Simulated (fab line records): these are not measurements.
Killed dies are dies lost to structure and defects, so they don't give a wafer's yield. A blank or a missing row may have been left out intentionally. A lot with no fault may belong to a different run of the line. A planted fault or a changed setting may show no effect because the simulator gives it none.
Which of the tools did it? | flow gf180mcu | 10 lots with 30 wafers sampled at 6 steps, on a route of 602 steps

WHAT THE GAUGES SHOWED, per wafer
GF_V5_THK_MEAS_25: measures by xrf.
lot  | measured     | on           | V5_W_THK (nm)
L132 | day 27 02:01 | filmMetro-02 | 355 353 358
L134 | day 27 23:07 | filmMetro-02 | 353 352 358
L135 | day 28 05:13 | filmMetro-04 | 350 353 351
L136 | day 28 09:54 | filmMetro-02 | 348 348 351
L138 | day 29 04:23 | filmMetro-03 | 352 354 357
L139 | day 29 14:40 | filmMetro-04 | 353 354 351
L141 | day 30 05:52 | filmMetro-04 | 348 347 352
L148 | day 31 22:46 | filmMetro-02 | 350 352 349
L151 | day 32 18:40 | filmMetro-02 | 349 360 355
L154 | day 33 12:40 | filmMetro-02 | 353 347 353

GF_TOP_METAL_RS_MEAS_05: a four-point-probe measurement.
lot  | measured     | on           | TOP_METAL_ALCU_RS (ohm/sq)
L132 | day 27 02:35 | filmMetro-01 | 0.0323 0.0324 0.0327
L134 | day 27 23:47 | filmMetro-02 | 0.0331 0.0332 0.0330
L135 | day 28 05:47 | filmMetro-02 | 0.0325 0.0325 0.0324
L136 | day 28 10:29 | filmMetro-04 | 0.0329 0.0326 0.0328
L138 | day 29 04:58 | filmMetro-02 | 0.0357 0.0358 0.0356 0.0357 0.0359 0.0357
L139 | day 29 15:31 | filmMetro-04 | 0.0355 0.0354 0.0358 0.0355 0.0354 0.0358
L141 | day 30 06:27 | filmMetro-02 | 0.0320 0.0327 0.0327
L148 | day 31 23:24 | filmMetro-04 | 0.0329 0.0330 0.0328
L151 | day 32 19:22 | filmMetro-01 | 0.0327 0.0326 0.0328
L154 | day 33 13:16 | filmMetro-01 | 0.0332 0.0330 0.0328

GF_TOP_METAL_THK_MEAS_06: measures by xrf.
lot  | measured     | on           | TOP_METAL_ALCU_THK (nm)
L132 | day 27 02:43 | filmMetro-01 | 908 913 900
L134 | day 27 23:53 | filmMetro-02 | 890 896 899
L135 | day 28 05:55 | filmMetro-02 | 915 915 918
L136 | day 28 10:36 | filmMetro-04 | 894 905 900
L138 | day 29 09:05 | filmMetro-02 | 829 825 837 838 831 836
L139 | day 29 18:17 | filmMetro-04 | 820 825 818 821 822 815
L141 | day 30 06:34 | filmMetro-02 | 924 906 905
L148 | day 31 23:31 | filmMetro-04 | 889 886 895
L151 | day 32 19:28 | filmMetro-01 | 901 903 898
L154 | day 33 13:22 | filmMetro-01 | 889 890 895

WHICH TOOL RAN EACH LOT (tool, then ch and the chambers of the sampled wafers, then the start)
lot  | GF_V5_ETCH_16                     | GF_V5_CMP_26                  | GF_TOP_METAL_SPUTTER_02
L132 | rieDiel-01 ch 1,2,3, day 27 00:59 | cmp-01 ch 1,2,3, day 27 02:04 | pvdSputter-04, day 27 02:30
L134 | rieDiel-01 ch 0,3, day 27 22:03   | cmp-01 ch 1,2,3, day 27 23:14 | pvdSputter-01, day 27 23:40
L135 | rieDiel-01 ch 1,2, day 28 04:12   | cmp-01 ch 0,2,3, day 28 05:19 | pvdSputter-01, day 28 05:42
L136 | rieDiel-04 ch 0,1,3, day 28 08:53 | cmp-01 ch 0,1,3, day 28 09:58 | pvdSputter-01, day 28 10:23
L138 | rieDiel-02 ch 1,2, day 29 03:20   | cmp-01 ch 0,2,3, day 29 04:29 | pvdSputter-01, day 29 04:52
L139 | rieDiel-04 ch 0,1,2, day 29 13:35 | cmp-02 ch 0,1,2, day 29 14:57 | pvdSputter-01, day 29 15:23
L141 | rieDiel-02 ch 0,2,3, day 30 04:44 | cmp-02 ch 0,1,2, day 30 05:58 | pvdSputter-04, day 30 06:20
L148 | rieDiel-01 ch 0,2,3, day 31 21:24 | cmp-02 ch 1,2,3, day 31 22:53 | pvdSputter-01, day 31 23:19
L151 | rieDiel-04 ch 1,2,3, day 32 17:37 | cmp-02 ch 2,3, day 32 18:47   | pvdSputter-01, day 32 19:13
L154 | rieDiel-04 ch 0,1, day 33 11:38   | cmp-01 ch 1,2, day 33 12:46   | pvdSputter-02, day 33 13:09
- GF_V5_ETCH_16: etches BARC in N2/H2.
- GF_V5_CMP_26: polishes, stops on SiO2, t overpolish 15 s, target thk 0 nm.
- GF_TOP_METAL_SPUTTER_02: material AlCu, target thk 900 nm, time 47.82 s.

WHAT THE TOOLS THEMSELVES READ (means of the sampled wafers that have a number; where no wafer has one, the mark that the record gives instead)
GF_V5_ETCH_16.
lot  | tool       | chamberPressureMTorr (mTorr) | drypumpMotorCurrentA (A) | oesProductAu (a.u.) | throttleValvePct (%)
L132 | rieDiel-01 | 30.007                       | 5.0                      | 0.855               | 13.233
L134 | rieDiel-01 | 29.990                       | 5.6                      | 0.853               | 13.216
L135 | rieDiel-01 | 30.014                       | 5.1                      | 0.856               | 13.227
L136 | rieDiel-04 | 29.996                       | 5.5                      | 0.859               | 13.221
L138 | rieDiel-02 | 29.987                       | 5.6                      | 0.855               | 13.222
L139 | rieDiel-04 | 30.016                       | 5.7                      | 0.856               | 13.228
L141 | rieDiel-02 | 29.988                       | 5.2                      | 0.855               | 13.219
L148 | rieDiel-01 | 29.990                       | 5.4                      | 0.855               | 13.226
L151 | rieDiel-04 | 29.976                       | 6.0                      | 0.855               | 13.229
L154 | rieDiel-04 | 29.975                       | 5.3                      | 0.852               | 13.227

GF_V5_CMP_26.
lot  | tool   | motorCurrentA (A) | overpolishRunS (s) | platenRpm (rpm) | retainingRingPressureFrac | timeToEndpointS (s)
L132 | cmp-01 | 11.0              | 14.990             | 59.97           | 1.003                     | 81
L134 | cmp-01 | 10.5              | 14.999             | 59.97           | 0.998                     | 83
L135 | cmp-01 | 10.8              | 15.005             | 60.01           | 1.001                     | 80
L136 | cmp-01 | 10.0              | 14.996             | 60.05           | 0.995                     | 82
L138 | cmp-01 | 10.9              | 15.004             | 60.03           | 0.998                     | 82
L139 | cmp-02 | 10.1              | 14.997             | 60.06           | 0.999                     | 90
L141 | cmp-02 | 10.3              | 14.994             | 59.98           | 1.003                     | 79
L148 | cmp-02 | 10.0              | 14.993             | 60.00           | 0.998                     | 81
L151 | cmp-02 | 9.6               | 15.001             | 59.99           | 1.003                     | 83
L154 | cmp-01 | 12.1              | 14.995             | 60.02           | 0.997                     | 84

GF_TOP_METAL_SPUTTER_02.
lot  | tool          | throttleValvePct (%)
L132 | pvdSputter-04 | 30.2
L134 | pvdSputter-01 | 31.0
L135 | pvdSputter-01 | 29.5
L136 | pvdSputter-01 | 30.4
L138 | pvdSputter-01 | 31.0
L139 | pvdSputter-01 | 30.4
L141 | pvdSputter-04 | 28.6
L148 | pvdSputter-01 | 29.7
L151 | pvdSputter-01 | 29.5
L154 | pvdSputter-02 | 29.6

THE ANSWER, worked out from the rows above alone
Rule: usual is defined by the lots themselves. The widest of any qualifying gaps counts: lots, ordered by their means at a reading, are off when they make up no more than a third of the lots, leave a main group of 4 or more, and stand apart from it by 3 or more times the standard deviation of that group's means. A main group is skipped when, at the precision printed for the reading in the tables above, its means are all equal. Also off: a lot with no number at a reading for which 4 or more lots have one. Any other lot the step has rows for is counted as sound. First the gauges in route order, then the tools' own readings, where a lot's mean is used as printed above. The first step at which some lot is off is used, and at that step the reading that is off furthest; a lot without a number counts as furthest.
Off: L138, L139, at GF_TOP_METAL_RS_MEAS_05 (TOP_METAL_ALCU_RS). The main group has a mean of 0.0327 ohm/sq with a standard deviation of 0.00024.
A tool fits if, at a process step before that reading, it ran every lot that is off, and no sound lot after the first of them. Those tools and the gauges at GF_TOP_METAL_RS_MEAS_05 are tried in the same way. Not one of the candidates tried fits.

WHAT HAD BEEN PUT IN BY THE SIMULATOR
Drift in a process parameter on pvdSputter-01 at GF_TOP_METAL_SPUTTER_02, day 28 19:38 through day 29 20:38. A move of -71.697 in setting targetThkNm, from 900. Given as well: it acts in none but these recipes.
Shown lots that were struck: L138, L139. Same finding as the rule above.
